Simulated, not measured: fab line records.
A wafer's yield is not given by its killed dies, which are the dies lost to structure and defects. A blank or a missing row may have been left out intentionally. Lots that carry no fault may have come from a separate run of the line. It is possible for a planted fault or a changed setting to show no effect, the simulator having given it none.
Struck lot and sound lot, side by side | flow sky130 | 17 steps out of a route of 708
Sound: these wafers, L671.1, L671.5, L671.6. Wafers struck: L682.3, L682.4, L682.5. The cause is given at the end.
Each step with rows lists, per side, the tool, then ch with its chambers, then its first start. Under that, the readings that differ: sound wafers | struck wafers | difference of the means | sigmas: that difference in standard deviations of wafers without a fault.
alike: readings whose means differ by less than 2 such deviations, and words and numbers that are the same on both sides. not compared: withheld readings, readings that some wafer has no value for, bounds like >300 that may hide the same value, and numbers for which the record gives no deviation and whose values overlap.
Wherever a step has rows on one side only, a row that says differs or no value, or a row with sigmas, the two part there. When numbers do not overlap yet have no deviation, they are printed without sigmas and do not part them. Lack of a reading on every wafer of one side parts them only where that side has two or more wafers.

first, 1 step without rows for these wafers: SKY_VT_ADJUST_NCORE_IMPLANT_09.
SKY_VT_ADJUST_NCORE_STRIP_10: strips in O2/N2.
  sound on plasma_asher-03 ch 0,1, day 8 21:14; struck on plasma_asher-03 ch 0,1, day 12 04:56
  alike: drypump_motor_current_A, oes_product_au, strip_time_to_endpoint_s
  not compared: rf_hours_counter_h
SKY_VT_ADJUST_NCORE_TW_MEAS_11:
  sound on film_metro-03, day 8 21:20; struck on film_metro-03, day 12 05:01
  alike: VT_ADJUST_NCORE_TW
then, 7 steps without rows for these wafers: SKY_VT_ADJUST_HVTR_DEHYDRATE_00 (time 60 s); SKY_VT_ADJUST_HVTR_HMDS_01 (prime time 60 s); SKY_VT_ADJUST_HVTR_COAT_02 (resist thk 1140 nm); SKY_VT_ADJUST_HVTR_SOFTBAKE_03 (time 60 s); SKY_VT_ADJUST_HVTR_EXPOSE_04 (exposes mask HVTRM, target cd 380 nm); SKY_VT_ADJUST_HVTR_PEB_05; SKY_VT_ADJUST_HVTR_DEVELOP_06 (develop time 60 s).
SKY_VT_ADJUST_HVTR_CD_MEAS_07: target cd 380 nm.
  sound on cd_sem-02, day 9 18:35; struck on cd_sem-02, day 13 04:41
  alike: cd_nm
SKY_VT_ADJUST_HVTR_OVL_MEAS_08:
  sound on overlay-01, day 9 18:43; struck on overlay-01, day 13 04:46
  alike: VT_ADJUST_HVTR_OVL
SKY_VT_ADJUST_HVTR_IMPLANT_09:
  sound on implanter-02 ch 0, day 9 18:45; struck on implanter-01 ch 0, day 13 04:50
  reading            | sound                            | struck                           | difference  | sigmas
  dose_ions_cm2      | 2.0974e+12 2.1016e+12 2.0983e+12 | 1.4756e+12 1.4742e+12 1.4739e+12 | -6.2453e+11 | -99 or more
  faraday_current_uA | 11.63 11.79 11.94                | 8.58 8.43 8.20                   | -3.38       | -16
SKY_VT_ADJUST_HVTR_STRIP_10: strips in O2/N2.
  sound on plasma_asher-01 ch 0,1, day 9 18:54; struck on plasma_asher-03 ch 0,1, day 13 04:59
  alike: drypump_motor_current_A, oes_product_au, strip_time_to_endpoint_s
  not compared: rf_hours_counter_h
SKY_VT_ADJUST_HVTR_TW_MEAS_11:
  sound on film_metro-03, day 9 19:00; struck on film_metro-02, day 13 05:04
  reading           | sound             | struck            | difference | sigmas
  VT_ADJUST_HVTR_TW | 209.9 209.2 209.5 | 184.6 184.1 184.9 | -25.0      | -10
then, 1 step without rows for these wafers: SKY_VT_ADJUST_PCH_DEHYDRATE_00 (time 60 s).
-- a jump in the record: the struck wafers' starts before and after are 36 days apart (it breaks off in module VT_ADJUST_PCH and resumes in module PAD_OPEN, where the first step shown is number 708 of the route) --
SKY_PAD_OPEN_PROBE_99:
  sound on prober-02, day 45 21:46; struck on prober-01, day 48 19:43
  reading                                  | sound                   | struck                  | difference | sigmas
  model.etest.pfet_01v8_mvt.drive_ua_um    | 152.4 157.2 157.1       | 140.5 141.8 141.8       | -14.2      |
  model.etest.pfet_01v8_mvt.off_log10_a_um | -10.55 -10.06 -10.16    | -12.12 -12.11 -12.03    | -1.83      |
  model.etest.pfet_01v8_mvt.vt_sat_v (V)   | -0.5499 -0.5402 -0.5343 | -0.6707 -0.6758 -0.6699 | -0.1307    |
  model.etest.pfet_01v8_mvt.vt_v (V)       | -0.64 -0.6281 -0.6293   | -0.7421 -0.7446 -0.7422 | -0.1105    |
  model.etest.pfet_01v8_mvt.vt_long_v (V)  | -0.8409 -0.8402 -0.8435 | -0.9436 -0.9411 -0.9358 | -0.0986    |
  alike: killed_at_M0_to_M3, killed_at_M4_up, killed_at_contacts, killed_at_front_end, killed_at_other, killed_dies, killed_open, killed_short

## WHERE THEY PART
At SKY_VT_ADJUST_HVTR_IMPLANT_09 first; at SKY_VT_ADJUST_HVTR_TW_MEAS_11 last (within this record only). Later steps at which nothing parts them and some readings are alike: SKY_PAD_OPEN_PROBE_99.

WHY: whatever the simulator had introduced
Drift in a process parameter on implanter-01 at SKY_VT_ADJUST_HVTR_IMPLANT_09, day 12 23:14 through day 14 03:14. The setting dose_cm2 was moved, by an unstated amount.
